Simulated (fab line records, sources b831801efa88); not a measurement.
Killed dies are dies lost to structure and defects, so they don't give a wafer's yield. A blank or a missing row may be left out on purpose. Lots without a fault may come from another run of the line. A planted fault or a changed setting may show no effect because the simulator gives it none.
Chamber matching | flow gf180mcu | GF_V2_CMP_26 on cmp-02: 4 sister chambers
The step polishes, stops on SiO2, t overpolish 15 s, target thk 0 nm. 14 wafers are shown with their chamber, then 7 later ones without.

WAFERS WITH THEIR CHAMBER
wafer  | chamber | time_to_endpoint_s (s) | motor_current_A (A) | overpolish_run_s (s)
L522.1 | 3       | 91                     | 11.6                | 15.003
L522.3 | 1       | 88                     | 11.5                | 14.994
L522.4 | 0       | 77                     | 12.1                | 15.001
L523.3 | 0       | 80                     | 12.1                | 15.006
L523.5 | 3       | 94                     | 11.3                | 14.998
L523.6 | 2       | 75                     | 10.0                | 15.000
L525.2 | 2       | 73                     | 10.4                | 15.006
L525.4 | 1       | 87                     | 11.4                | 15.000
L525.5 | 3       | 91                     | 12.2                | 14.992
L528.1 | 0       | 81                     | 11.8                | 14.988
L528.3 | 3       | 93                     | 11.5                | 15.006
L528.6 | 1       | 91                     | 11.0                | 15.001
L529.3 | 3       | 93                     | 12.0                | 15.004
L529.5 | 1       | 91                     | 11.8                | 14.994

SIGNATURES (means of the wafers above)
reading            | chamber 0 | chamber 1 | chamber 2 | chamber 3 | scatter within a chamber
time_to_endpoint_s | 79.33     | 89.25     | 74.00     | 92.40     | 1.75
motor_current_A    | 12.000    | 11.425    | 10.200    | 11.720    | 0.319
overpolish_run_s   | 14.99833  | 14.99725  | 15.00300  | 15.00060  | 0.00601
Rule: a wafer's distance from a chamber is the root of the sum, over the readings, of the square of ((its reading less the chamber's mean) divided by the reading's scatter). The wafer belongs to the nearest chamber; if the next one is less than 2 further off, it can't be placed. The scatter: the root of (the sum of the squares of (reading less its chamber's mean) over the shown wafers, divided by (wafers less chambers)).

WAFERS WITHOUT THEIR CHAMBER
wafer  | time_to_endpoint_s (s) | motor_current_A (A) | overpolish_run_s (s)
L529.6 | 80                     | 12.8                | 14.992
L539.2 | 73                     | 11.8                | 14.996
L539.4 | 84                     | 10.8                | 15.014
L539.5 | 87                     | 11.5                | 15.011
L540.1 | 89                     | 12.1                | 14.993
L540.2 | 83                     | 11.4                | 15.007
L540.6 | 75                     | 12.2                | 14.992

WHICH CHAMBER EACH WENT THROUGH
wafer  | from the rows above               | in truth
L529.6 | 0                                 | 0
L539.2 | can't be placed: 0 or 2           | 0
L539.4 | can't be placed: 1 or 0 or 3 or 2 | 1
L539.5 | can't be placed: 1 or 3           | 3
L540.1 | can't be placed: 1 or 3           | 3
L540.2 | can't be placed: 0 or 1           | 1
L540.6 | 0                                 | 0
Placed correctly: 2 of 7. Can't be placed from these rows: 5 (the true chamber is among the candidates in 5). Placed wrongly: 0.
